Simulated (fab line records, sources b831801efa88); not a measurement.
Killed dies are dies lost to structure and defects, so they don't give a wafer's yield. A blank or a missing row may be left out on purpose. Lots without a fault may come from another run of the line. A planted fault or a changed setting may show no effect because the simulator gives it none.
Chamber matching | flow sky130 | SKY_FIELD_ISO_ETCH_14 on rie_diel-04: 4 sister chambers
The step etches BARC in N2/H2, stops on SiO2, time 45.9 s, target depth 60 nm. 18 wafers are shown with their chamber, then 9 later ones without.

WAFERS WITH THEIR CHAMBER
wafer  | chamber | drypump_motor_current_A (A) | h2_flow_sccm (sccm) | throttle_valve_pct (%)
L744.2 | 2       | 6.2                         | 199.7               | 13.233
L744.5 | 1       | 4.7                         | 200.2               | 13.216
L744.6 | 2       | 6.2                         | 200.3               | 13.236
L745.2 | 0       | 6.3                         | 199.2               | 13.225
L745.4 | 2       | 6.2                         | 199.6               | 13.225
L745.6 | 2       | 6.2                         | 198.7               | 13.224
L748.1 | 1       | 4.7                         | 200.2               | 13.211
L748.4 | 2       | 6.2                         | 200.2               | 13.220
L748.6 | 1       | 4.7                         | 200.3               | 13.232
L750.1 | 2       | 6.2                         | 200.2               | 13.232
L750.3 | 1       | 4.7                         | 199.3               | 13.237
L750.5 | 2       | 6.2                         | 200.1               | 13.208
L752.1 | 1       | 4.8                         | 199.9               | 13.234
L752.2 | 2       | 6.2                         | 199.5               | 13.230
L752.5 | 1       | 4.7                         | 199.3               | 13.227
L754.2 | 1       | 4.7                         | 199.6               | 13.236
L754.4 | 2       | 6.2                         | 199.7               | 13.224
L754.6 | 3       | 5.8                         | 201.1               | 13.215

SIGNATURES (means of the wafers above)
reading                 | chamber 0 | chamber 1 | chamber 2 | chamber 3 | scatter within a chamber
drypump_motor_current_A | 6.300     | 4.714     | 6.200     | 5.800     | 0.0247
h2_flow_sccm            | 199.200   | 199.829   | 199.778   | 201.100   | 0.473
throttle_valve_pct      | 13.22500  | 13.22757  | 13.22578  | 13.21500  | 0.00926
Rule: a wafer's distance from a chamber is the root of the sum, over the readings, of the square of ((its reading less the chamber's mean) divided by the reading's scatter). The wafer belongs to the nearest chamber; if the next one is less than 2 further off, it can't be placed. The scatter: the root of (the sum of the squares of (reading less its chamber's mean) over the shown wafers, divided by (wafers less chambers)).

WAFERS WITHOUT THEIR CHAMBER
wafer  | drypump_motor_current_A (A) | h2_flow_sccm (sccm) | throttle_valve_pct (%)
L755.1 | 6.2                         | 200.4               | 13.241
L755.2 | 4.7                         | 200.3               | 13.223
L755.4 | 5.8                         | 200.6               | 13.200
L766.2 | 6.2                         | 199.3               | 13.236
L766.5 | 5.8                         | 200.2               | 13.217
L766.6 | 6.3                         | 199.4               | 13.219
L767.1 | 6.3                         | 199.2               | 13.230
L767.4 | 6.2                         | 200.3               | 13.232
L767.5 | 6.4                         | 199.1               | 13.240

WHICH CHAMBER EACH WENT THROUGH
wafer  | from the rows above | in truth
L755.1 | 2                   | 2
L755.2 | 1                   | 1
L755.4 | 3                   | 3
L766.2 | 2                   | 2
L766.5 | 3                   | 3
L766.6 | 0                   | 0
L767.1 | 0                   | 0
L767.4 | 2                   | 2
L767.5 | 0                   | 0
Placed correctly: 9 of 9. Can't be placed from these rows: 0. Placed wrongly: 0.
